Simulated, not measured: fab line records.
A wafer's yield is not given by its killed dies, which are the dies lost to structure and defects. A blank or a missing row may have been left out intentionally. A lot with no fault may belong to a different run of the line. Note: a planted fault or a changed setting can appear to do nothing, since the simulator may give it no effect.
Struck lot and sound lot, side by side    flow sky130    35 steps out of a route of 708
Sound: these wafers, L309.2, L309.4, L309.5. Struck: wafer L320.5. (L320.1, L320.6 of the same lot were not struck and are left out.) The cause comes at the end.
For every step that has rows: the tool of each side, followed by ch and its chambers, followed by its first start. Under that, the readings that differ: sound wafers    struck wafers    difference of the means    sigmas: that difference in standard deviations of wafers without a fault.
alike: same words and numbers on both sides, and readings whose means sit less than 2 such deviations apart. not compared: any withheld reading, any reading some wafer has no value for, any bound like >300 that may hide the same value, and any number with overlapping values for which the record gives no deviation.
A row with sigmas, a row that says differs or no value, or rows on one side alone: a step with any of these is where the two part. Numbers that have no deviation but don't overlap get no sigmas and don't part them. Lack of a reading on every wafer of one side parts them only where that side has two or more wafers.

first, 4 steps without rows for these wafers: SKY_METAL5_SOFTBAKE_10 (time 60 s); SKY_METAL5_EXPOSE_11 (exposes mask MM5, target cd 1600 nm); SKY_METAL5_PEB_12; SKY_METAL5_DEVELOP_13 (develop time 60 s).
SKY_METAL5_DESCUM_14: chemistry O2, time 11 s.
  sound on rie-metal-01 ch 0, day 43 21:42; struck on rie-metal-03 ch 1, day 47 00:52
reading                      sound              struck  difference  sigmas
drypump-motor-current-A (A)  6.1 6.1 6.1        5.4     -0.7        -2
oes-product-au (a.u.)        1.026 1.027 1.034  0.999   -0.030      -2
  not compared: rf-hours-counter-h
SKY_METAL5_METAL_ETCH_15: etches the open film in Cl2/BCl3, stops on SiO2, target depth 1260 nm, time 252 s.
  sound on rie-metal-01 ch 0, day 43 21:50; struck on rie-metal-03 ch 1, day 47 00:54
reading                      sound                 struck  difference  sigmas
drypump-motor-current-A (A)  6.1 6.1 6.1           5.4     -0.7        -2
throttle-valve-pct (%)       22.265 22.266 22.273  22.251  -0.017      -2
  alike: oes-product-au
  not compared: rf-hours-counter-h
SKY_METAL5_STRIP_16: strips in O2/N2.
  sound on plasma-asher-01 ch 0,1, day 43 22:14; struck on plasma-asher-01 ch 1, day 47 01:08
reading                       sound              struck  difference  sigmas
strip-time-to-endpoint-s (s)  12.80 12.83 12.83  13.18   +0.36       +2
  alike: drypump-motor-current-A, oes-product-au
  not compared: rf-hours-counter-h
then, 4 steps without rows for these wafers: SKY_METAL5_STRIP_17 (strips in post etch residue remover, time 1200 s); SKY_METAL5_CLEAN_18 (cleans in IPA, time 180 s); SKY_METAL5_CLEAN_19 (cleans in O3/DIW); SKY_PASSIVATION_CVD_00 (deposits SiO2, target thk 90 nm).
SKY_PASSIVATION_THK_MEAS_01:
  sound: film-metro-04 at day 43 22:51; struck: film-metro-04 at day 47 01:47
  alike: PASSIVATION_CVD_00_THK
SKY_PASSIVATION_CVD_02: deposits Si3N4, target thk 540 nm.
  sound on pecvd-04 ch 0,1,2, day 43 22:54; struck on pecvd-04 ch 0, day 47 01:50
reading                                        sound              struck  difference  sigmas
rf-fwd-power-W (W)                             448.3 449.2 449.7  627.9   +178.8      +99 or more
model.Si3N4_of_PASSIVATION_CVD_02.thk-nm (nm)  544.9 561.5 550.7  599.2   +46.8       
  alike: heater-power-w
SKY_PASSIVATION_THK_MEAS_03:
  sound: film-metro-04 at day 43 23:08; struck: film-metro-03 at day 47 02:04
reading                      sound        struck  difference  sigmas
PASSIVATION_CVD_02_THK (nm)  545 561 551  599     +47         +6
then, 7 steps without rows for these wafers: SKY_PASSIVATION_DEHYDRATE_04 (time 60 s); SKY_PASSIVATION_HMDS_05 (prime time 60 s); SKY_PASSIVATION_COAT_06 (resist thk 3000 nm); SKY_PASSIVATION_SOFTBAKE_07; SKY_PASSIVATION_EXPOSE_08 (exposes mask NSM, target cd 3000 nm); SKY_PASSIVATION_PEB_09; SKY_PASSIVATION_DEVELOP_10 (develop time 60 s).
SKY_PASSIVATION_ETCH_11: etches the open film in CF4/O2, stops on AlCu, target depth 725 nm, time 161.1 s.
  sound on rie-diel-03 ch 0,2, day 44 21:19; struck on rie-diel-01 ch 0, day 47 21:46
reading                sound              struck  difference  sigmas
oes-product-au (a.u.)  0.971 0.958 0.982  0.998   +0.028      +4
  alike: drypump-motor-current-A, throttle-valve-pct
  not compared: rf-hours-counter-h
then, 9 steps without rows for these wafers: SKY_PASSIVATION_STRIP_12 (strips in O2/N2); SKY_PAD_OPEN_DEHYDRATE_00 (time 60 s); SKY_PAD_OPEN_HMDS_01 (prime time 60 s); SKY_PAD_OPEN_COAT_02 (resist thk 3000 nm); SKY_PAD_OPEN_SOFTBAKE_03; SKY_PAD_OPEN_EXPOSE_04 (exposes mask PDM, target cd 60000 nm); SKY_PAD_OPEN_PEB_05; SKY_PAD_OPEN_DEVELOP_06 (develop time 60 s); SKY_PAD_OPEN_ETCH_07 (etches the open film in CF4/O2, stops on AlCu, target depth 725 nm, time 161.1 s).
SKY_PAD_OPEN_STRIP_08: strips in O2/N2.
  sound on plasma-asher-03 ch 1, day 45 18:55; struck on plasma-asher-03 ch 1, day 48 16:43
  alike: drypump-motor-current-A, oes-product-au, strip-time-to-endpoint-s
  not compared: rf-hours-counter-h
SKY_PAD_OPEN_STRIP_09: strips in post etch residue remover, time 1200 s.
  sound on wet-bench-02 ch 0, day 45 19:01; struck on wet-bench-04 ch 0, day 48 16:49
reading                                        sound              struck  difference  sigmas
model.Si3N4_of_PASSIVATION_CVD_02.thk-nm (nm)  544.6 561.1 550.3  598.9   +46.9       
  alike: bath-guard-temp-C
then, 1 step without rows for these wafers: SKY_PAD_OPEN_CLEAN_10 (cleans in IPA, time 180 s).
SKY_PAD_OPEN_PROBE_99:
  sound: prober-02 at day 45 21:11; struck: prober-01 at day 48 19:08
  alike: killed_at_M0_to_M3, killed_at_M4_up, killed-at-contacts, killed-at-front-end, killed-at-other, killed-dies, killed-open, killed-short

WHERE THEY PART
Earliest at SKY_METAL5_DESCUM_14; latest, in this record, at SKY_PASSIVATION_ETCH_11. Later steps at which nothing parts them and some readings are alike: SKY_PAD_OPEN_STRIP_08, SKY_PAD_OPEN_STRIP_09, SKY_PAD_OPEN_PROBE_99.

WHY: what had been put in by the simulator
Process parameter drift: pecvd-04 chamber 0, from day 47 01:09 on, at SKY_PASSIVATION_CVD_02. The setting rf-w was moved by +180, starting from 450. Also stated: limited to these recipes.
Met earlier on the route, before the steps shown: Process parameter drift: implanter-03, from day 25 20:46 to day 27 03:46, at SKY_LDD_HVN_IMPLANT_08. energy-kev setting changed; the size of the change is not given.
